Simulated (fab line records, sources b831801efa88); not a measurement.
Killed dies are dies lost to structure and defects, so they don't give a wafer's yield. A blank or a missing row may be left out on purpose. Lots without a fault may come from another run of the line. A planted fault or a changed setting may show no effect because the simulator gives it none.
A struck lot beside a sound one | flow sfq_line | 14 steps out of a route of 325
Sound: wafers L618.1, L618.3, L618.6. Struck: wafers L622.1, L622.4. (L622.2 of the same lot was not struck and is left out.) The cause comes at the end.
At each step with rows: each side's tool, then ch and its chambers, then its first start. Under that, the readings that differ: sound wafers | struck wafers | difference of the means | sigmas: that difference in standard deviations of wafers without a fault.
alike: readings whose means differ by less than 2 such deviations, and words and numbers that are the same on both sides. not compared: withheld readings, readings that some wafer has no value for, bounds like >300 that may hide the same value, and numbers for which the record gives no deviation and whose values overlap.
The two part at a step that has a row with sigmas, a row that says differs or no value, or rows on one side only. Numbers that don't overlap but have no deviation are shown without sigmas and don't part them. A reading that every wafer of one side lacks parts them only if that side has two wafers or more.

first, 2 steps without rows for these wafers: SFQ_TRILAYER_I2_VIA_STRIP_SOLV_CLEAN_072 (cleans in NMP, time 600 s); SFQ_TRILAYER_M3_DEP_PRE_CLEAN_074 (time 22.5 s).
SFQ_TRILAYER_M3_DEP_SPUTTER_073: material Nb, target thk 200 nm, time 133.3 s.
  sound on pvd_sputter-05, day 35 07:20; struck on pvd_sputter-05, day 39 05:03
  alike: resputter_cathode_voltage_v, throttle_valve_pct
SFQ_M3_RS_MEAS_919: measures by four-point-probe.
  sound on film_metro-04, day 35 07:25; struck on film_metro-04, day 39 05:08
  alike: M3_NB_RS
then, 6 steps without rows for these wafers: SFQ_TRILAYER_M3_LITHO_COAT_080 (resist thk 62 nm); SFQ_TRILAYER_M3_LITHO_COAT_075 (resist thk 600 nm); SFQ_TRILAYER_M3_LITHO_SOFTBAKE_079; SFQ_TRILAYER_M3_LITHO_EXPOSE_076 (exposes mask M3, target cd 500 nm); SFQ_TRILAYER_M3_LITHO_PEB_078 (peb time 60 s); SFQ_TRILAYER_M3_LITHO_DEVELOP_077 (time 60 s).
SFQ_M3_OVL_MEAS_921:
  sound on overlay-02, day 35 10:22; struck on overlay-01, day 39 08:20
  reading     | sound   | struck  | difference | sigmas
  M3_OVL (nm) | 15 7 11 | -11 -18 | -26        | -4
SFQ_TRILAYER_M3_BARC_OPEN_METAL_ETCH_100: etches BARC in O2, target depth 125 nm, time 41.7 s.
  sound on rie_metal-03 ch 0,1, day 35 10:24; struck on rie_metal-03 ch 1, day 39 08:22
  reading                                             | sound             | struck      | difference | sigmas
  oes_product_au (a.u.)                               | 0.684 0.686 0.683 | 0.622 0.624 | -0.061     | -13
  run_length_s (s)                                    | 69.6 69.1 69.6    | 80.3 80.7   | +11.1      | +25
  model.KrF_of_TRILAYER_M3_LITHO_COAT_075.thk_nm (nm) | 521.8 523.9 522.4 | 514 512     | -10        |
  alike: drypump_motor_current_A, he_backside_leak_sccm
  not compared: rf_hours_counter_h
SFQ_TRILAYER_M3_ETCH_METAL_ETCH_078: etches Nb in Cl2/Ar, stops on SiO2, target depth 240 nm, time 120 s.
  sound on rie_metal-03 ch 0,1, day 35 10:28; struck on rie_metal-03 ch 1, day 39 08:25
  reading                                             | sound             | struck      | difference | sigmas
  model.KrF_of_TRILAYER_M3_LITHO_COAT_075.thk_nm (nm) | 381.2 379.6 381.3 | 372.6 371.8 | -8.5       |
  alike: drypump_motor_current_A, he_backside_leak_sccm, oes_product_au, run_length_s
  not compared: rf_hours_counter_h
SFQ_TRILAYER_M3_STRIP_STRIP_079: strips in O2.
  sound on rie_metal-03 ch 0,1, day 35 10:35; struck on rie_metal-03 ch 1, day 39 08:33
  alike: drypump_motor_current_A, he_backside_leak_sccm, oes_product_au, platen_temp_c
  not compared: rf_hours_counter_h

WHERE THEY PART
First at SFQ_M3_OVL_MEAS_921; last, within this record, at SFQ_TRILAYER_M3_BARC_OPEN_METAL_ETCH_100. Later steps at which nothing parts them and some readings are alike: SFQ_TRILAYER_M3_ETCH_METAL_ETCH_078, SFQ_TRILAYER_M3_STRIP_STRIP_079.

WHY: what the simulator had put in
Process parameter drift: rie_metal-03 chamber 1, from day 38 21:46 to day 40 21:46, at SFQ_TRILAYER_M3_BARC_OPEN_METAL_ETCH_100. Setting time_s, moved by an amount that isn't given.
